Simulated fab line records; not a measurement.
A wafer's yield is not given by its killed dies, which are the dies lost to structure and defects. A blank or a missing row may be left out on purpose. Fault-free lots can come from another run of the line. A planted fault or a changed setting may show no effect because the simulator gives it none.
A lot that was struck, set against a sound lot || flow sky130 || 15 steps out of a route of 708
Sound: the wafers L317.4, L317.5, L317.6. Struck: wafers L336.3, L336.6. (L336.5 of the same lot was not struck and is left out.) The cause comes at the end.
Per side, at each step with rows, come the tool, then ch with its chambers, and then its first start. Under that, the readings that differ: sound wafers || struck wafers || difference of the means || sigmas: that difference in standard deviations of wafers without a fault.
alike: readings with means less than 2 such deviations apart, plus words and numbers identical on both sides. not compared: withheld readings, readings lacking a value on some wafer, bounds such as >300 that could conceal the same value, and numbers that have no deviation in the record and whose values overlap.
A row with sigmas, a row that says differs or no value, or rows on one side alone: a step with any of these is where the two part. Numbers that don't overlap but have no deviation are shown without sigmas and don't part them. A reading that every wafer of one side lacks parts them only if that side has two wafers or more.

first, 8 steps without rows for these wafers: SKY_METAL1_DEHYDRATE_07 (time 60 s); SKY_METAL1_HMDS_08 (prime time 60 s); SKY_METAL1_COAT_09 (resist thk 60 nm); SKY_METAL1_COAT_10 (resist thk 450 nm); SKY_METAL1_SOFTBAKE_11 (time 90 s); SKY_METAL1_EXPOSE_12 (exposes mask MM1, target cd 140 nm); SKY_METAL1_PEB_13; SKY_METAL1_DEVELOP_14 (develop time 60 s).
SKY_METAL1_CD_MEAS_15 targets a cd of 140 nm.
  sound: cd-sem-02 at day 32 10:07; struck: cd-sem-02 at day 38 23:37
  alike: cd-nm
SKY_METAL1_OVL_MEAS_16:
  sound: overlay-01 at day 32 10:12; struck: overlay-01 at day 38 23:43
{"reading": "METAL1_OVL (nm)", "sound": "8 10 7", "struck": "-9 -3", "difference": -14, "sigmas": -2}
SKY_METAL1_DESCUM_17: chemistry O2, time 8 s.
  sound on rie-metal-04 ch 0,1, day 32 10:13; struck on rie-metal-04 ch 0, day 38 23:44
  alike: drypump-motor-current-A, oes-product-au
  not compared: rf-hours-counter-h
SKY_METAL1_ETCH_18: etches BARC in N2/H2, stops on SiO2, time 45.9 s, target depth 60 nm.
  sound on rie-metal-04 ch 0,1, day 32 10:16; struck on rie-metal-04 ch 0, day 38 23:47
  alike: bias-w, drypump-motor-current-A, oes-product-au, throttle-valve-pct
  not compared: rf-hours-counter-h
SKY_METAL1_METAL_ETCH_19: etches the open film in Cl2/BCl3, stops on SiO2, target depth 360 nm, time 78 s.
  sound on rie-metal-04 ch 0,1, day 32 10:20; struck on rie-metal-04 ch 0, day 38 23:52
{"reading": "bias-w (W)", "sound": "48.51 48.52 48.22", "struck": "46.72 46.53", "difference": -1.79, "sigmas": -12}
  alike: drypump-motor-current-A, mfc-cl2-sccm, oes-product-au, throttle-valve-pct
  not compared: rf-hours-counter-h
SKY_METAL1_STRIP_20: strips in O2/N2.
  sound on plasma-asher-04 ch 0,1, day 32 10:26; struck on plasma-asher-03 ch 0,1, day 38 23:57
  alike: drypump-motor-current-A, oes-product-au, strip-time-to-endpoint-s
  not compared: rf-hours-counter-h
-- the record jumps here: 11 days lie between the struck wafers' starts before and after (it left off in module METAL1 and takes up again in module PAD_OPEN, whose first step shown is number 708 of the route) --
SKY_PAD_OPEN_PROBE_99:
  sound: prober-02 at day 45 12:44; struck: prober-02 at day 50 07:09
  alike: defect-limited-yield, killed_at_M0_to_M3, killed_at_M4_up, killed-at-contacts, killed-at-front-end, killed-at-other, killed-dies, killed-on-rim, killed-open, killed-short, sort_bin_3_pad_short, sort_bin_5_function, sort_bin_6_memory, sort-n-pass, sort-yield-pct

## WHERE THEY PART
At SKY_METAL1_OVL_MEAS_16 first; at SKY_METAL1_METAL_ETCH_19 last (within this record only). Later steps at which nothing parts them and some readings are alike: SKY_METAL1_STRIP_20, SKY_PAD_OPEN_PROBE_99.

WHY: whatever the simulator had introduced
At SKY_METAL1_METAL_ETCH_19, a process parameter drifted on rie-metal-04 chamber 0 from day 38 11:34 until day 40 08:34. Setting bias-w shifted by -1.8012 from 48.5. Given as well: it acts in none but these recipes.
